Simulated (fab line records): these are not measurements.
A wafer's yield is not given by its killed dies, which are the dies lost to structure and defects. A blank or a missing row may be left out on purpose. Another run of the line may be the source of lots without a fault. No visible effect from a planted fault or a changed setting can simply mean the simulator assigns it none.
fab line records | flow sky130
[record] lots = 6 wafers = 18 lastDay = 50
route steps=708 shown VIA1@474 METAL2@483 PAD_OPEN@708
lots with no fault: from the same line, run without faults
startH: hours from the record's first day to the start of the lot's first wafer shown | waitH: hours from the lot's prior step to this one | " identical to the entry in the row above | L1.1+2: several wafers, shown together as one row | - no value present, or no start provided | * or withheld: withheld | < > ~ a bound
route shown NAME@n: names a module that has steps shown in the file, with the first one's number in the route | usual: average and standard deviation across the fault-free wafers | same: alike in all rows | chamber/n: place in a boat | sites: per-site readings | _std_site: the standard deviation of these | _edge_site: mean of outer sites minus mean of inner sites | radiusMm: for every site, how far away it sits from the centre of the wafer | mask NAME#n: copy n | behind: the most recent tool/chamber to have shaped the wafer | hold: what put the lot on hold/how long, in hours/how the hold closed | device: names the non-switching transistor (n, p or np) | end of line: the same wafers' tests at the end of the route | a step with no rows: only its recipe | killed: at the first sort, the dies lost to defects and structure; wafer yield is something else | map: a wafer's dies, x killed, . not, _ none there
set.NAME: the setting that was run; set.NAME@STEP: the one run at that earlier step | model.NAME: the simulator's own value behind a step, which no gauge read
lots seen at some steps along the route; tables by step, rows by wafer
services: the hour from which a tool's chamber was out of use, counted from the record's first day as startH (under 0 if before that day), plus the number of hours and why
[[steps]]
[step SKY_VIA1_STRIP_16]
[recipe] chemistry = O2/N2 powerW = 1400 pressureMtorr = 1500 platenTempC = withheld o2FlowSccm = 3000 n2FlowSccm = 300 overashFraction = 0.5
[usual] drypumpMotorCurrentA = 5.80/0.24 oesProductAu = 0.416/0.0044 stripTimeToEndpointS = 4.467/0.023
// columns lot.wafer tool chamber startH waitH drypumpMotorCurrentA oesProductAu rfHoursCounterH stripTimeToEndpointS
L387.4 plasmaAsher-02 1 834.72 0.1 6.09 0.419 - 4.487
L387.5 " 0 " " 5.78 0.419 - 4.498
L387.6 " 1 " " 6.08 0.418 - 4.475
L386.2 plasmaAsher-03 0 835.04 0.0 5.80 0.411 75 4.447
L386.3 " 0 " " 5.82 0.414 - 4.389
L386.6 " 1 " " 5.71 0.417 - 4.406
L398.1 plasmaAsher-02 0 921.95 0.0 5.78 0.413 48 4.444
L398.4 " 0 " " 5.80 0.405 - 4.444
L398.5 " 1 " " 6.07 0.422 - 4.467
L399.2 plasmaAsher-03 0 938.95 0.0 5.80 0.411 85 4.437
L399.3 " 1 " " 5.72 0.409 - 4.462
L399.6 " 1 " " 5.72 0.419 - 4.500
L401.1 plasmaAsher-02 1 939.84 0.0 6.10 0.424 49 4.457
L401.4 " 1 " " 6.07 0.413 - 4.498
L401.5 " 0 " " 5.77 0.414 - 4.473
L402.2 plasmaAsher-03 0 940.89 0.0 5.81 0.418 85 4.517
L402.4 " 0 " " 5.82 0.418 - 4.484
L402.6 " 0 " " 5.83 0.419 - 4.460
[step SKY_VIA1_STRIP_17]
[recipe] chemistry = postEtchResidueRemover timeS = 1200 tempC = 72.5
[step SKY_VIA1_CLEAN_18]
[recipe] chemistry = IPA timeS = 180 tempC = 25
[step SKY_VIA1_CLEAN_19]
[recipe] chemistry = O3/DIW dry = n2Spin
[step SKY_VIA1_SPUTTER_20]
[recipe] material = TiN targetThkNm = 20 chamberPressurePa = 5 powerW = 4000 timeS = 80
[step SKY_VIA1_CVD_21]
[recipe] material = W targetThkNm = 270 timeS = 80.902 tempC = 400 pressureTorr = 40
[usual] heaterPowerW = 905/70
// columns lot.wafer tool chamber startH waitH heaterPowerW
L387.4 cvdW-01 1 835.48 0.1 809
L387.5 " 1 " " 814
L387.6 " 0 " " 893
L386.2 cvdW-02 0 835.74 0.0 998
L386.3 " 0 " " 1003
L386.6 " 0 " " 1015
L398.1 cvdW-02 0 922.64 0.0 971
L398.4 " 1 " " 897
L398.5 " 1 " " 931
L399.2 cvdW-02 0 939.60 0.0 961
L399.3 " 1 " " 917
L399.6 " 1 " " 922
L401.1 cvdW-01 0 940.49 0.0 875
L401.4 " 0 " " 861
L401.5 " 0 " " 871
L402.2 cvdW-01 1 941.54 0.0 826
L402.4 " 0 " " 889
L402.6 " 1 " " 817
[step SKY_VIA1_RS_MEAS_22]
[recipe] thkMeasGauge = four-point-probe reads = W_of_VIA1_CVD_21+TiN_of_VIA1_SPUTTER_20
[usual] VIA1_W_RS = 0.427/0.0052
// columns lot.wafer tool chamber startH waitH VIA1_W_RS[ohm/sq]
L387.4 filmMetro-04 - 835.60 0.1 0.429
L387.5 " - " " 0.427
L387.6 " - " " 0.427
L386.2 filmMetro-03 - 835.85 0.1 0.435
L386.3 " - " " 0.434
L386.6 " - " " 0.429
L398.1 filmMetro-01 - 922.73 0.1 0.430
L398.4 " - " " 0.433
L398.5 " - " " 0.430
L399.2 filmMetro-03 - 939.72 0.1 0.428
L399.3 " - " " 0.430
L399.6 " - " " 0.433
L401.1 filmMetro-03 - 940.59 0.1 0.430
L401.4 " - " " 0.423
L401.5 " - " " 0.429
L402.2 filmMetro-03 - 941.66 0.1 0.425
L402.4 " - " " 0.429
L402.6 " - " " 0.425
[step SKY_VIA1_THK_MEAS_23]
[recipe] thkMeasGauge = xrf reads = W_of_VIA1_CVD_21
[usual] VIA1_W_THK = 269/3.4
// columns lot.wafer tool chamber startH waitH VIA1_W_THK[nm]
L387.4 filmMetro-04 - 835.69 0.1 268
L387.5 " - " " 269
L387.6 " - " " 270
L386.2 filmMetro-03 - 835.96 0.1 261
L386.3 " - " " 263
L386.6 " - " " 264
L398.1 filmMetro-01 - 922.85 0.1 271
L398.4 " - " " 269
L398.5 " - " " 270
L399.2 filmMetro-03 - 939.83 0.1 267
L399.3 " - " " 265
L399.6 " - " " 264
L401.1 filmMetro-03 - 940.71 0.1 266
L401.4 " - " " 269
L401.5 " - " " 266
L402.2 filmMetro-03 - 941.77 0.1 270
L402.4 " - " " 267
L402.6 " - " " 269
[step SKY_VIA1_CMP_24]
[recipe] stopOn = SiO2 tOverpolishS = 15 downForcePsi = 3.5 platenRpm = 60 targetThkNm = 0 padVelocityMS = 0.94248
[usual] motorCurrentA = 11.0/1.3 overpolishRunS = 15.000/0.0083 timeToEndpointS = 65/3.5
// columns lot.wafer tool chamber startH waitH motorCurrentA overpolishRunS timeToEndpointS
L387.4 cmp-02 1 835.82 0.1 10.2 14.990 68
L387.6 " 3 " " 9.3 14.996 64
L387.5 " 0 " " 14.0 14.999 72
L386.2 cmp-01 1 836.01 0.0 10.2 14.975 63
L386.3 " 0 " " 11.1 15.003 67
L386.6 " 2 " " 11.0 14.994 68
L398.4 cmp-01 3 923.01 0.1 10.7 15.006 65
L398.1 " 0 " " 11.2 15.006 63
L398.5 " 1 " " 10.2 15.006 60
L399.3 cmp-02 3 939.93 0.1 9.2 15.009 66
L399.2 " 0 " " 13.4 15.018 72
L399.6 " 2 " " 12.8 15.007 68
L401.1 cmp-02 0 940.87 0.1 13.4 15.012 75
L401.4 " 1 " " 10.2 14.997 70
L401.5 " 2 " " 11.6 14.992 66
L402.4 cmp-02 3 941.87 0.1 8.6 15.010 65
L402.2 " 0 " " 13.1 14.988 73
L402.6 " 2 " " 12.2 14.995 67
[step SKY_METAL2_SPUTTER_00]
[recipe] material = Ti targetThkNm = 15 powerW = 3000 timeS = 10 chamberPressurePa = 0.4
[usual] throttleValvePct = 30.4/0.93
// columns lot.wafer tool chamber startH waitH throttleValvePct
L387.4 pvdSputter-04 - 836.03 0.2 30.9
L387.5 " - " " 31.1
L387.6 " - " " 29.1
L386.2 pvdSputter-03 - 836.31 0.2 30.7
L386.3 " - " " 31.8
L386.6 " - " " 31.7
L398.1 pvdSputter-03 - 923.21 0.1 31.4
L398.4 " - " " 30.9
L398.5 " - " " 31.5
L399.2 pvdSputter-03 - 940.18 0.1 30.7
L399.3 " - " " 30.7
L399.6 " - " " 30.7
L401.1 pvdSputter-04 - 941.07 0.1 29.3
L401.4 " - " " 31.0
L401.5 " - " " 31.0
L402.2 pvdSputter-01 - 942.12 0.1 29.7
L402.4 " - " " 30.5
L402.6 " - " " 30.6
[step SKY_METAL2_SPUTTER_01]
[recipe] material = TiN targetThkNm = 20 powerW = 6500 timeS = 16.7 chamberPressurePa = 0.4
[step SKY_METAL2_SPUTTER_02]
[recipe] material = AlCu targetThkNm = 250 powerW = 10600 timeS = 13.3 chamberPressurePa = 0.4
[usual] throttleValvePct = 30.4/0.93
// columns lot.wafer tool chamber startH waitH throttleValvePct
L387.4 pvdSputter-04 - 836.08 0.0 30.9
L387.5 " - " " 31.0
L387.6 " - " " 29.1
L386.2 pvdSputter-03 - 836.36 0.0 31.0
L386.3 " - " " 31.6
L386.6 " - " " 31.6
L398.1 pvdSputter-03 - 923.26 0.0 31.8
L398.4 " - " " 30.8
L398.5 " - " " 31.5
L399.2 pvdSputter-03 - 940.22 0.0 30.8
L399.3 " - " " 30.8
L399.6 " - " " 30.5
L401.1 pvdSputter-04 - 941.11 0.0 29.3
L401.4 " - " " 31.0
L401.5 " - " " 31.0
L402.2 pvdSputter-01 - 942.16 0.0 29.3
L402.4 " - " " 30.6
L402.6 " - " " 30.7
[step SKY_METAL2_SPUTTER_03]
[recipe] material = Ti targetThkNm = 5 powerW = 3000 timeS = 3.3 chamberPressurePa = 0.4
[usual] throttleValvePct = 30.4/0.95
// columns lot.wafer tool chamber startH waitH throttleValvePct model.Ti_of_METAL2_SPUTTER_03.thkNm
L387.4 pvdSputter-04 - 836.10 0.0 30.7 5.119
L387.5 " - " " 31.2 4.964
L387.6 " - " " 28.7 5.032
L386.2 pvdSputter-03 - 836.38 0.0 30.9 5.115
L386.3 " - " " 31.8 5.067
L386.6 " - " " 31.7 5.069
L398.1 pvdSputter-03 - 923.28 0.0 31.4 3.394
L398.4 " - " " 31.0 4.798
L398.5 " - " " 31.4 4.858
L399.2 pvdSputter-03 - 940.25 0.0 31.0 3.431
L399.3 " - " " 30.5 3.627
L399.6 " - " " 30.6 5.117
L401.1 pvdSputter-04 - 941.14 0.0 29.6 4.901
L401.4 " - " " 31.2 4.861
L401.5 " - " " 30.9 4.881
L402.2 pvdSputter-01 - 942.19 0.0 29.5 5.025
L402.4 " - " " 30.4 4.973
L402.6 " - " " 30.6 5.016
[step SKY_METAL2_SPUTTER_04]
[recipe] material = TiN targetThkNm = 70 powerW = 6500 timeS = 58.3 chamberPressurePa = 0.4
[step SKY_PAD_OPEN_PROBE_99]
[usual] defectLimitedYield = 82.5/1.9 killed_at_M0_to_M3 = 43/6.8 killed_at_M4_up = 3.2/1.7 killedAtContacts = 24/5.7 killedAtFrontEnd = 16/4.3 killedAtOther = 0.3/0.56 killedDies = 86/9.5 killedOpen = 47/6.9 killedShort = 39/5.8 sort_bin_3_pad_short = 0.9/0.39 sort_bin_5_function = 10.3/1.5 sort_bin_6_memory = 6.3/1.1 sortNPass = 406/9.5 sortYieldPct = 82.5/1.9
[same] grossDies = 492 killedAtBackSide = 0 sort_bin_4_leakage[%] = 0 sort_bin_8_speed[%] = 0
// columns lot.wafer tool chamber startH waitH defectLimitedYield[%] killed_at_M0_to_M3 killed_at_M4_up killedAtContacts killedAtFrontEnd killedAtOther killedDies killedOpen killedShort sort_bin_3_pad_short[%] sort_bin_5_function[%] sort_bin_6_memory[%] sortNPass sortYieldPct[%]
L386.2 prober-02 - 1111.78 0.1 83.3 42 3 25 12 0 82 47 35 1.0 9.6 6.1 410 83.3
L386.3 prober-02 - 1111.83 0.2 84.3 34 2 30 11 0 77 42 35 0.6 10.2 4.9 415 84.3
L386.6 prober-02 - 1111.98 0.2 83.5 41 4 24 11 1 81 41 40 1.2 10.6 4.7 411 83.5
L398.1 prober-01 - 1176.46 0.1 84.3 41 1 20 15 0 77 50 26 0.6 9.3 5.7 415 84.3
L398.4 prober-01 - 1176.61 0.2 79.9 45 4 27 23 0 99 48 50 0.8 12.4 6.9 393 79.9
L398.5 prober-01 - 1176.66 0.2 77.4 64 6 18 23 0 111 62 48 0.8 15.0 6.7 381 77.4
// killed by level:class
L386.2 CONTACT:geometricParticle:open=13 VIA1:geometricParticle:open=10 VIA2:geometricParticle:open=6 METAL1:geometricParticle:short=6 LI_CONTACT:geometricParticle:open=5 VIA3:geometricParticle:open=5 FIELD_ISO:geometricParticle:open=4 METAL3:geometricParticle:short=4
L386.3 CONTACT:geometricParticle:open=12 LI_CONTACT:geometricParticle:open=8 CONTACT:geometricParticle:short=5 VIA2:geometricParticle:open=5 VIA1:geometricParticle:short=4 VIA2:geometricParticle:short=4 VIA3:geometricParticle:open=4 FIELD_ISO:geometricParticle:open=3
L386.6 CONTACT:geometricParticle:open=11 VIA1:geometricParticle:open=8 LI_CONTACT:geometricParticle:open=6 VIA1:geometricParticle:short=6 FIELD_ISO:geometricParticle:short=5 METAL2:geometricParticle:short=5 VIA2:geometricParticle:short=5 CONTACT:geometricParticle:short=4
L398.1 VIA1:geometricParticle:open=17 CONTACT:geometricParticle:open=8 LI_CONTACT:geometricParticle:open=7 VIA2:geometricParticle:open=5 POLY_GATE:geometricParticle:short=4 VIA1:geometricParticle:short=4 METAL2:geometricParticle:short=4 POLY_GATE:geometricParticle:open=3
L398.4 VIA1:geometricParticle:open=12 VIA1:geometricParticle:short=10 CONTACT:geometricParticle:open=9 LI_CONTACT:geometricParticle:open=7 POLY_GATE:geometricParticle:open=6 VIA2:geometricParticle:open=5 POLY_GATE:geometricParticle:short=4 LI_CONTACT:geometricParticle:short=4
L398.5 VIA1:geometricParticle:open=15 VIA3:geometricParticle:open=12 VIA1:geometricParticle:short=8 VIA2:geometricParticle:open=8 FIELD_ISO:geometricParticle:open=7 METAL2:geometricParticle:short=7 FIELD_ISO:geometricParticle:short=6 CONTACT:geometricParticle:open=6
[[services]]
// columns tool chamber startH hours kind
plasmaAsher-02 - 813.28 2.8 pm
cmp-01 - 820.77 0.5 repair
pvdSputter-04 2 830.43 - consumableReplace:kit
pvdSputter-04 2 830.43 18.0 scheduledDown
pvdSputter-04 2 830.43 18.0 ventCycle
pvdSputter-03 - 830.85 1.2 repair
pvdSputter-01 3 831.87 - consumableReplace:kit
pvdSputter-01 3 831.87 18.0 scheduledDown
pvdSputter-01 3 831.87 18.0 ventCycle
cmp-02 - 838.25 2.7 repair
pvdSputter-03 - 871.82 5.3 repair
plasmaAsher-02 - 877.02 4.0 repair
pvdSputter-01 - 878.05 16.1 repair
cmp-02 - 899.44 6.2 repair
cvdW-02 - 904.00 14.0 pm
cvdW-02 0 904.00 14.0 ventCycle
cvdW-02 1 904.00 14.0 ventCycle
cmp-02 - 906.38 4.1 repair
cmp-01 - 912.06 4.0 pm
cvdW-02 0 918.00 - clean
cvdW-02 1 918.00 - clean
plasmaAsher-03 - 921.52 1.1 repair
cmp-02 - 933.24 1.0 repair
pvdSputter-03 - 940.61 5.2 repair
[[key]]
firstSign none at tools or gauges
[modelEffect] step = SKY_METAL2_SPUTTER_03 value = Ti_of_METAL2_SPUTTER_03.thkNm without = 4.929 struck = 3.484
metAt SKY_METAL2_SPUTTER_03
struckWafers L398.1,L399.2,L399.3
onsetBetween 836.38 923.28
[fault] kind = processParameterDrift tool = pvdSputter-03 chamber = - onsetH = 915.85 steps = SKY_METAL2_SPUTTER_03 channel = targetThkNm offset = -1.4455 shape = step endH = 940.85 scope = struckWafersOnly actsIn = theseRecipesOnly stated = 5
